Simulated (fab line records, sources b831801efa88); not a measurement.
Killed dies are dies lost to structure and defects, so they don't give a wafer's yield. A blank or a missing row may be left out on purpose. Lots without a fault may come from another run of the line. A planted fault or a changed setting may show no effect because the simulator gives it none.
A struck lot beside a sound one | flow gf180mcu | 23 steps out of a route of 602
Sound: wafers L552.2, L552.5, L552.6. Struck: wafers L545.2, L545.3, L545.5. The cause comes at the end.
At each step with rows: each side's tool, then ch and its chambers, then its first start. Under that, the readings that differ: sound wafers | struck wafers | difference of the means | sigmas: that difference in standard deviations of wafers without a fault.
alike: readings whose means differ by less than 2 such deviations, and words and numbers that are the same on both sides. not compared: withheld readings, readings that some wafer has no value for, bounds like >300 that may hide the same value, and numbers for which the record gives no deviation and whose values overlap.
The two part at a step that has a row with sigmas, a row that says differs or no value, or rows on one side only. Numbers that don't overlap but have no deviation are shown without sigmas and don't part them. A reading that every wafer of one side lacks parts them only if that side has two wafers or more.

first, 4 steps without rows for these wafers: GF_NSD_SOFTBAKE_03 (time 60 s); GF_NSD_EXPOSE_04 (exposes mask Nplus, target cd 400 nm); GF_NSD_PEB_05; GF_NSD_DEVELOP_06 (develop time 60 s).
GF_NSD_CD_MEAS_07: target cd 400 nm.
  sound on cd_sem-01, day 19 12:31; struck on cd_sem-02, day 16 21:29
  alike: cd_nm
GF_NSD_OVL_MEAS_08:
  sound on overlay-02, day 19 12:37; struck on overlay-01, day 16 21:35
  alike: NSD_OVL
then, 2 steps without rows for these wafers: GF_NSD_IMPLANT_09; GF_NSD_IMPLANT_10.
GF_NSD_STRIP_11: strips in O2/N2.
  sound on plasma_asher-03 ch 0,1, day 19 12:57; struck on plasma_asher-04 ch 0,1, day 16 21:55
  reading                      | sound             | struck            | difference | sigmas
  strip_time_to_endpoint_s (s) | 22.81 22.82 22.82 | 22.86 22.91 22.91 | +0.08      | +2
  alike: drypump_motor_current_A, heater_power_w, oes_product_au
  not compared: rf_hours_counter_h
GF_NSD_TW_MEAS_12:
  sound on film_metro-03, day 19 13:04; struck on film_metro-03, day 16 22:01
  alike: NSD_TW
then, 2 steps without rows for these wafers: GF_PSD_DEHYDRATE_00 (time 60 s); GF_PSD_HMDS_01 (prime time 60 s).
GF_PSD_COAT_02: resist thk 1000 nm.
  sound on litho_track-01 ch 0, day 20 01:07; struck on litho_track-04 ch 0, day 17 08:56
  reading                                  | sound                | struck               | difference | sigmas
  spin_speed_rpm (rpm)                     | 2999.1 2998.3 2999.4 | 3197.6 3199.1 3202.4 | +200.8     | +91
  model.NOVOLAK_of_PSD_COAT_02.thk_nm (nm) | 1001 1001 1001       | 971.4 966.3 968.5    | -32.3      |
then, 3 steps without rows for these wafers: GF_PSD_SOFTBAKE_03 (time 60 s); GF_PSD_EXPOSE_04 (exposes mask Pplus, target cd 400 nm); GF_PSD_PEB_05.
GF_PSD_DEVELOP_06: develop time 60 s.
  sound on litho_track-04 ch 0, day 20 13:11; struck on litho_track-01 ch 0, day 17 20:25
  reading                                  | sound          | struck          | difference | sigmas
  model.NOVOLAK_of_PSD_COAT_02.thk_nm (nm) | 1000 1000 1000 | 971 965.8 968.1 | -32        |
GF_PSD_CD_MEAS_07: target cd 400 nm.
  sound on cd_sem-01, day 20 13:19; struck on cd_sem-01, day 17 20:34
  alike: cd_nm
GF_PSD_OVL_MEAS_08:
  sound on overlay-01, day 20 13:26; struck on overlay-02, day 17 20:40
  alike: PSD_OVL
then, 1 step without rows for these wafers: GF_PSD_IMPLANT_09.
GF_PSD_STRIP_10: strips in O2/N2.
  sound on plasma_asher-01 ch 0,1, day 20 13:37; struck on plasma_asher-01 ch 0,1, day 17 20:51
  reading                      | sound             | struck            | difference | sigmas
  strip_time_to_endpoint_s (s) | 16.54 16.53 16.51 | 16.18 16.16 16.16 | -0.36      | -9
  alike: drypump_motor_current_A, heater_power_w, oes_product_au
  not compared: rf_hours_counter_h
GF_PSD_TW_MEAS_11:
  sound on film_metro-02, day 20 13:43; struck on film_metro-04, day 17 20:58
  reading | sound          | struck         | difference | sigmas
  PSD_TW  | 3202 3191 3201 | 3127 3129 3146 | -64        | -2
then, 1 step without rows for these wafers: GF_PASSIVATION_PROBE_99.

WHERE THEY PART
First at GF_NSD_STRIP_11; last, within this record, at GF_PSD_TW_MEAS_11.

WHY: what the simulator had put in
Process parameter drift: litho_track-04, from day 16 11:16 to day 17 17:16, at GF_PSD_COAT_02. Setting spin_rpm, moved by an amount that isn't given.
